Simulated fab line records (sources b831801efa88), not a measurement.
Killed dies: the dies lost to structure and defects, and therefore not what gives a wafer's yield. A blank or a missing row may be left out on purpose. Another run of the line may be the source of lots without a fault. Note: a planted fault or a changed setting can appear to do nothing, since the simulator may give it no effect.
Which tool did it? | flow sky130 | 12 lots with 36 wafers sampled at 6 steps, on a route of 708 steps

WHAT THE GAUGES SHOWED, per wafer
SKY_LDD_HVN_TW_MEAS_10.
lot  | measured     | on            | LDD_HVN_TW
L705 | day 20 07:04 | film_metro-04 | 1464 1464 1457
L706 | day 20 09:10 | film_metro-01 | 1467 1457 1462
L707 | day 21 03:43 | film_metro-03 | 1449 1450 1451
L708 | day 21 04:07 | film_metro-03 | 1444 1450 1452
L709 | day 21 17:43 | film_metro-01 | 1453 1453 1449
L710 | day 22 06:58 | film_metro-01 | 1458 1463 1461
L711 | day 22 15:43 | film_metro-03 | 1441 1447 1448
L712 | day 22 16:40 | film_metro-04 | 1465 1459 1467
L713 | day 23 20:04 | film_metro-04 | 1470 1459 1476
L722 | day 26 13:52 | film_metro-03 | 1440 1437 1440
L724 | day 26 22:12 | film_metro-01 | 1448 1447 1453
L727 | day 27 23:01 | film_metro-01 | 1457 1450 1457

SKY_RES_XHIGH_TW_MEAS_09.
lot  | measured     | on            | RES_XHIGH_TW
L705 | day 26 15:55 | film_metro-03 | 1640 1638 1648
L706 | day 26 18:38 | film_metro-04 | 1678 1680 1670
L707 | day 27 08:52 | film_metro-04 | 1656 1671 1660
L708 | day 27 10:36 | film_metro-03 | 1652 1642 1646
L709 | day 27 23:07 | film_metro-03 | 1648 1640 1652
L710 | day 28 10:20 | film_metro-03 | 1644 1641 1644
L711 | day 28 16:20 | film_metro-04 | 1671 1665 1673
L712 | day 28 19:02 | film_metro-03 | 1641 1648 1651
L713 | day 30 10:52 | film_metro-03 | 1642 1643 1649
L722 | day 32 11:03 | film_metro-03 | 1544 1538 1544
L724 | day 32 19:02 | film_metro-03 | 1552 1537 1539
L727 | day 33 19:44 | film_metro-01 | 1656 1655 1668

SKY_SD_N_CD_MEAS_07 targets a cd of 380 nm.
lot  | measured     | on        | cd_nm (nm)
L705 | day 27 19:38 | cd_sem-01 | 379.9 383.0 380.9
L706 | day 27 22:14 | cd_sem-02 | 379.9 381.1 377.8
L707 | day 28 13:38 | cd_sem-01 | 382.0 378.8 379.6
L708 | day 28 14:41 | cd_sem-01 | 381.1 379.3 379.9
L709 | day 29 02:41 | cd_sem-02 | 382.9 383.3 383.4
L710 | day 29 14:11 | cd_sem-01 | 377.7 377.2 376.5
L711 | day 29 20:38 | cd_sem-01 | 382.9 382.9 385.4
L712 | day 29 22:14 | cd_sem-01 | 381.5 380.6 381.0
L713 | day 31 14:38 | cd_sem-02 | 380.5 377.5 376.5
L722 | day 33 13:58 | cd_sem-02 | 378.8 379.7 379.5
L724 | day 33 21:29 | cd_sem-02 | 376.7 380.4 379.5
L727 | day 34 22:26 | cd_sem-02 | 378.2 379.7 378.1

SKY_SD_N_RS_MEAS_18: a four-point-probe measurement.
lot  | measured     | on            | RES_XHIGH_RS (ohm/sq)
L705 | day 27 20:43 | film_metro-04 | 332.1 330.7 332.8
L706 | day 27 23:19 | film_metro-04 | 335.4 335.7 333.6
L707 | day 28 14:44 | film_metro-03 | 334.0 334.5 335.6
L708 | day 28 15:49 | film_metro-01 | 333.8 333.6 334.8
L709 | day 29 03:46 | film_metro-04 | 334.4 333.2 333.0
L710 | day 29 15:17 | film_metro-01 | 333.0 333.2 333.3
L711 | day 29 21:43 | film_metro-03 | 330.6 333.9 331.9
L712 | day 29 23:19 | film_metro-01 | 331.7 332.4 331.9
L713 | day 31 15:44 | film_metro-04 | 334.8 334.1 334.0
L722 | day 33 15:03 | film_metro-04 | 391.8 393.2 391.3
L724 | day 33 22:34 | film_metro-03 | 392.7 394.7 393.0
L727 | day 34 23:31 | film_metro-01 | 333.8 333.6 332.7

SKY_LI_CONTACT_OVL_MEAS_13.
lot  | measured     | on         | LI_CONTACT_OVL (nm)
L705 | day 29 01:41 | overlay-02 | 1 2 4
L706 | day 29 03:38 | overlay-02 | 5 9 5
L707 | day 29 19:47 | overlay-02 | 5 3 12
L708 | day 29 21:06 | overlay-01 | 9 1 1
L709 | day 30 08:33 | overlay-02 | 4 3 1
L710 | day 30 19:45 | overlay-02 | 6 6 9
L711 | day 31 02:36 | overlay-02 | 2 -1 -2
L712 | day 31 03:47 | overlay-02 | 0 -4 6
L713 | day 32 19:33 | overlay-02 | 8 11 10
L722 | day 34 18:48 | overlay-01 | -1 -1 -1
L724 | day 35 02:15 | overlay-02 | 9 8 4
L727 | day 36 03:02 | overlay-02 | 2 7 3

WHICH TOOL RAN EACH LOT (tool, then ch and the chambers of the sampled wafers, then the start)
lot  | SKY_RES_XHIGH_IMPLANT_07
L705 | implanter-02 ch 0, day 26 15:40
L706 | implanter-04 ch 0, day 26 18:24
L707 | implanter-02 ch 0, day 27 08:38
L708 | implanter-01 ch 0, day 27 10:21
L709 | implanter-02 ch 0, day 27 22:52
L710 | implanter-01 ch 0, day 28 10:06
L711 | implanter-01 ch 0, day 28 16:06
L712 | implanter-04 ch 0, day 28 18:47
L713 | implanter-02 ch 0, day 30 10:37
L722 | implanter-04 ch 0, day 32 10:50
L724 | implanter-04 ch 0, day 32 18:47
L727 | implanter-02 ch 0, day 33 19:29
- SKY_RES_XHIGH_IMPLANT_07

AS READ BY THE TOOLS THEMSELVES (means over the sampled wafers that have a number; for cases with no such wafer, the mark the record gives instead)
SKY_RES_XHIGH_IMPLANT_07.
lot  | tool         | beam_on_s (s) | faraday_current_uA | tilt_deg (degrees)
L705 | implanter-02 | 38.4          | 529                | -0.023
L706 | implanter-04 | 37.7          | 538                | 0.008
L707 | implanter-02 | 38.6          | 527                | 0.028
L708 | implanter-01 | 39.1          | 518                | 0.010
L709 | implanter-02 | 39.4          | 516                | 0.000
L710 | implanter-01 | 39.2          | 518                | -0.022
L711 | implanter-01 | 39.6          | 512                | 0.021
L712 | implanter-04 | 37.5          | 540                | 0.006
L713 | implanter-02 | 37.8          | 537                | 0.028
L722 | implanter-04 | 30.2          | 670                | 0.012
L724 | implanter-04 | 30.0          | 676                | -0.008
L727 | implanter-02 | 38.6          | 524                | -0.015

THE ANSWER, worked out from the rows above alone
Rule: the lots themselves supply what counts as usual. Put in order of their means at a reading, lots are off if they are a third of the lots or fewer, leave a main group of 4 or more, and stand apart from it by a gap of 3 or more times the standard deviation of the main group's means; of several such gaps the widest counts. A main group is skipped when, at the precision printed for the reading in the tables above, its means are all equal. Also off: a lot with no number at a reading for which 4 or more lots have one. The other lots that the step has rows for count as sound. Order of review: gauges by route order, followed by the tools' own readings, for which a lot's mean as printed above is used. At the first step where some lot is off, the reading lying furthest off is the one used; lots without a number count as furthest.
Off: L722, L724, seen at SKY_RES_XHIGH_TW_MEAS_09 (RES_XHIGH_TW). The main group: mean 1654, standard deviation 12.
A tool fits if, at a process step before that reading, it ran every lot that is off, and no sound lot after the first of them. Not tried: the gauges at SKY_RES_XHIGH_TW_MEAS_09; whatever is off there is also off at SKY_RES_XHIGH_IMPLANT_07, on other tools, and gauge error can't account for it. One fits: SKY_RES_XHIGH_IMPLANT_07 on implanter-04. Its last sound lot is L712 (day 28 18:47), its first lot that is off L722 (day 32 10:50): a fault that began between those two fits.
The tool's own readings at SKY_RES_XHIGH_IMPLANT_07 bear it out: on the lots that are off they differ by more than 5 times the standard deviation of the sound lots' means. beam_on_s reads 30.1 s there against 38.6 s on the sound lots; faraday_current_uA reads 673 there against 526 on the sound lots.

WHAT HAD BEEN PUT IN BY THE SIMULATOR
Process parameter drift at SKY_RES_XHIGH_IMPLANT_07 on implanter-04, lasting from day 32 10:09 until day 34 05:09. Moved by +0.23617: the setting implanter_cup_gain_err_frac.
Lots struck among those shown: L722, L724. Same finding as the rule above.
